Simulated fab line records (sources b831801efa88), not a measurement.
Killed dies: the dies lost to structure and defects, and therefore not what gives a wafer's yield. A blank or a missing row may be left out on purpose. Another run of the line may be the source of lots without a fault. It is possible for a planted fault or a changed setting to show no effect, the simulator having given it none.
2 desks looking at one fault :: flow gf180mcu :: only its own numbers are on each desk; what lay behind them is given at the end

FOR THE TOOL OWNER'S DESK: rtp_anneal-02
At GF_PSD_RTA_13 (time 20 s), the tool's own readings, given per lot that ran on this tool as the mean of the sampled wafers with a number. The brackets show how far a lot's mean lies from the usual mean; more than 4 standard deviations puts the lot out of limits, marked OUT.
Columns: A = lamp_power_pct at GF_PSD_RTA_13, usual 35.5 %; B = run_length_s at GF_PSD_RTA_13, usual 48.76 s; C = wafer_temp_C_max at GF_PSD_RTA_13, usual 1029.3
lot: L311
first seen here: day 14 10:37
A: 36.8
B: 48.72
C: 1028.8

lot: L313
first seen here: day 15 05:08
A: 36.8
B: 48.69
C: 1029.3

lot: L314
first seen here: day 15 17:52
A: 36.9
B: 48.77
C: 1029.9

lot: L315
first seen here: day 15 23:04
A: 36.9
B: 48.59
C: 1028.9

lot: L323
first seen here: day 18 20:40
A: 36.9
B: 62.63 (+66) OUT
C: 1028.8

lot: L326
first seen here: day 19 20:53
A: 36.9
B: 62.57 (+66) OUT
C: 1028.1

lot: L327
first seen here: day 20 06:45
A: 36.9
B: 62.62 (+66) OUT
C: 1028.5
This desk finds L323, L326, L327 out of limits, L323 being first, at day 18 20:40 (run_length_s at GF_PSD_RTA_13). Within limits: L311, L313, L314, L315.

FROM THE METROLOGY DESK
Means of the sampled wafers that have a number, per lot and without regard to the tool the lot ran on: this is what the gauges read. The brackets show how far a lot's mean lies from the usual mean; more than 4 standard deviations puts the lot out of limits, marked OUT.
Columns: A = cd_nm at GF_HV_LDD_CD_MEAS_46, usual 398.7 nm; B = NSD_RS at GF_PSD_RS_MEAS_14, usual 46.12 ohm/sq; C = PSD_RS at GF_PSD_RS_MEAS_15, usual 108.52 ohm/sq
lot: L311
first seen here: day 12 12:40
A: 395.8
B: 46.19
C: 108.82

lot: L313
first seen here: day 13 06:57
A: 398.3
B: 46.22
C: 108.73

lot: L314
first seen here: day 13 19:34
A: 398.1
B: 46.08
C: 108.44

lot: L315
first seen here: day 14 00:20
A: 399.8
B: 46.01
C: 108.24

lot: L317
first seen here: day 14 19:00
A: 397.4
B: 46.17
C: 108.55

lot: L323
first seen here: day 16 16:32
A: 399.2
B: 43.39 (-34) OUT
C: 103.08 (-21) OUT

lot: L326
first seen here: day 17 15:23
A: 398.9
B: 43.43 (-33) OUT
C: 103.19 (-21) OUT

lot: L327
first seen here: day 18 01:09
A: 403.2
B: 43.34 (-34) OUT
C: 103.15 (-21) OUT

lot: L330
first seen here: day 19 13:32
A: 395.4
B: 46.08
C: 108.31

lot: L331
first seen here: day 19 18:16
A: 398.8
B: 46.10
C: 108.73

lot: L332
first seen here: day 19 22:55
A: 399.6
B: 46.11
C: 108.64
This desk finds L323, L326, L327 out of limits, with the earliest case on L323 at day 18 20:45 (NSD_RS at GF_PSD_RS_MEAS_14). Within limits: L311, L313, L314, L315, L317, L330, L331, L332.

TAKEN TOGETHER
At day 18 20:40, on L323, L326, L327, the tool owner's desk was in a position to raise an alarm.
Metrology desk: alarm possible at day 18 20:45 on L323, L326, L327.
On rtp_anneal-02, each named lot ran GF_PSD_RTA_13.

WHAT THE SIMULATOR HAD INSERTED
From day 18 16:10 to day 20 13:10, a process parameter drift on rtp_anneal-02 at GF_PSD_RTA_13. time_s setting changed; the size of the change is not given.
Struck lots among those shown: L323, L326, L327.
Time in hours from fault onset to the first out-of-limits reading at each desk: tool owner's desk 4, metrology desk 5.
